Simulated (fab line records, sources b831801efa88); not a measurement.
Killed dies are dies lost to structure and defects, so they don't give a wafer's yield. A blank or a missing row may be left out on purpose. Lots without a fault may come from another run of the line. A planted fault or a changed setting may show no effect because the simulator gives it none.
Tool commonality check | flow gf180mcu | 13 lots, 39 wafers sampled

WHY IT WAS OPENED
At GF_MVPSD_TW_MEAS_11 the reading MVPSD_TW is flagged on 1 of 13 lots. Wafers without a fault read 558.8, standard deviation 2.7.
Rule: a lot is flagged when every wafer of it that has a number lies more than 4 standard deviations from that mean, or none has a number. The other lots count as sound.

lot  | measured     | on            | MVPSD_TW, wafer by wafer | flag
L498 | day 5 00:46  | film_metro-01 | 557.8 559.4 558.2        |
L499 | day 5 09:10  | film_metro-02 | 561.4 563.0 557.6        |
L501 | day 5 17:23  | film_metro-03 | 558.9 559.1 557.3        |
L502 | day 6 02:18  | film_metro-02 | 30.4 30.3 30.4           | FLAGGED
L504 | day 6 12:11  | film_metro-03 | 560.9 560.7 559.0        |
L509 | day 7 18:08  | film_metro-01 | 557.1 558.3 555.8        |
L512 | day 8 12:52  | film_metro-03 | 558.1 559.1 558.8        |
L513 | day 8 19:43  | film_metro-01 | 555.4 557.0 553.2        |
L514 | day 9 01:20  | film_metro-01 | 552.2 554.4 553.7        |
L517 | day 9 18:27  | film_metro-03 | 559.1 560.1 561.3        |
L518 | day 9 23:28  | film_metro-01 | 557.1 556.1 557.4        |
L520 | day 10 13:14 | film_metro-02 | 560.1 564.1 562.8        |
L521 | day 10 19:10 | film_metro-03 | 561.1 557.0 559.4        |
The numbers of the flagged lots are 30.4 on average: -528.4 against the usual, or -99 or more standard deviations.

WHICH TOOL RAN EACH LOT
The record holds 1 process step before the reading, out of a route of 602 steps. In each cell: the tool, then ch and the chambers that the sampled wafers went through, then the start.
lot  | flag    | GF_MVPSD_EXPOSE_04
L498 |         | iline_stepper-01 ch 0, day 4 17:21
L499 |         | iline_stepper-01 ch 0, day 5 02:00
L501 |         | iline_stepper-02 ch 0, day 5 10:10
L502 | FLAGGED | iline_stepper-01 ch 0, day 5 18:01
L504 |         | iline_stepper-02 ch 0, day 6 04:23
L509 |         | iline_stepper-01 ch 0, day 7 09:48
L512 |         | iline_stepper-01 ch 0, day 8 04:21
L513 |         | iline_stepper-02 ch 0, day 8 11:19
L514 |         | iline_stepper-01 ch 0, day 8 16:49
L517 |         | iline_stepper-01 ch 0, day 9 09:14
L518 |         | iline_stepper-01 ch 0, day 9 14:49
L520 |         | iline_stepper-01 ch 0, day 10 03:51
L521 |         | iline_stepper-01 ch 0, day 10 10:22
What these steps do:
- GF_MVPSD_EXPOSE_04: exposes mask MVPSD, target cd 1000 nm.
- GF_MVPSD_TW_MEAS_11

FLAGGED OVER TOTAL, TOOL BY TOOL (the gauges that took the reading come last)
step                | tool             | lots run | flagged | share of the flagged lots | sound lots run after its first flagged lot
GF_MVPSD_EXPOSE_04  | iline_stepper-01 | 10       | 1       | all                       | 7 (L509,L512,L514,L517,L518,L520,L521)
GF_MVPSD_EXPOSE_04  | iline_stepper-02 | 3        | 0       | none                      | -
GF_MVPSD_TW_MEAS_11 | film_metro-01    | 5        | 0       | none                      | -
GF_MVPSD_TW_MEAS_11 | film_metro-02    | 3        | 1       | all                       | 1 (L520)
GF_MVPSD_TW_MEAS_11 | film_metro-03    | 5        | 0       | none                      | -

WHAT THE TABLE ALLOWS
2 rows of the table ran every flagged lot: iline_stepper-01 at GF_MVPSD_EXPOSE_04, film_metro-02 at GF_MVPSD_TW_MEAS_11.
- iline_stepper-01 at GF_MVPSD_EXPOSE_04: 1 of its 10 lots flagged. Sound lots ran on it after the first flagged one (L509, L512, L514, L517, L518, L520, L521), which a lasting fault on the whole tool wouldn't allow.
- film_metro-02 at GF_MVPSD_TW_MEAS_11: 1 of its 3 lots flagged. Sound lots ran on it after the first flagged one (L520), which a lasting fault on the whole tool wouldn't allow.
No row of the table ran every flagged lot and no sound lot after the first.

WHAT THE SIMULATOR HAD PUT IN
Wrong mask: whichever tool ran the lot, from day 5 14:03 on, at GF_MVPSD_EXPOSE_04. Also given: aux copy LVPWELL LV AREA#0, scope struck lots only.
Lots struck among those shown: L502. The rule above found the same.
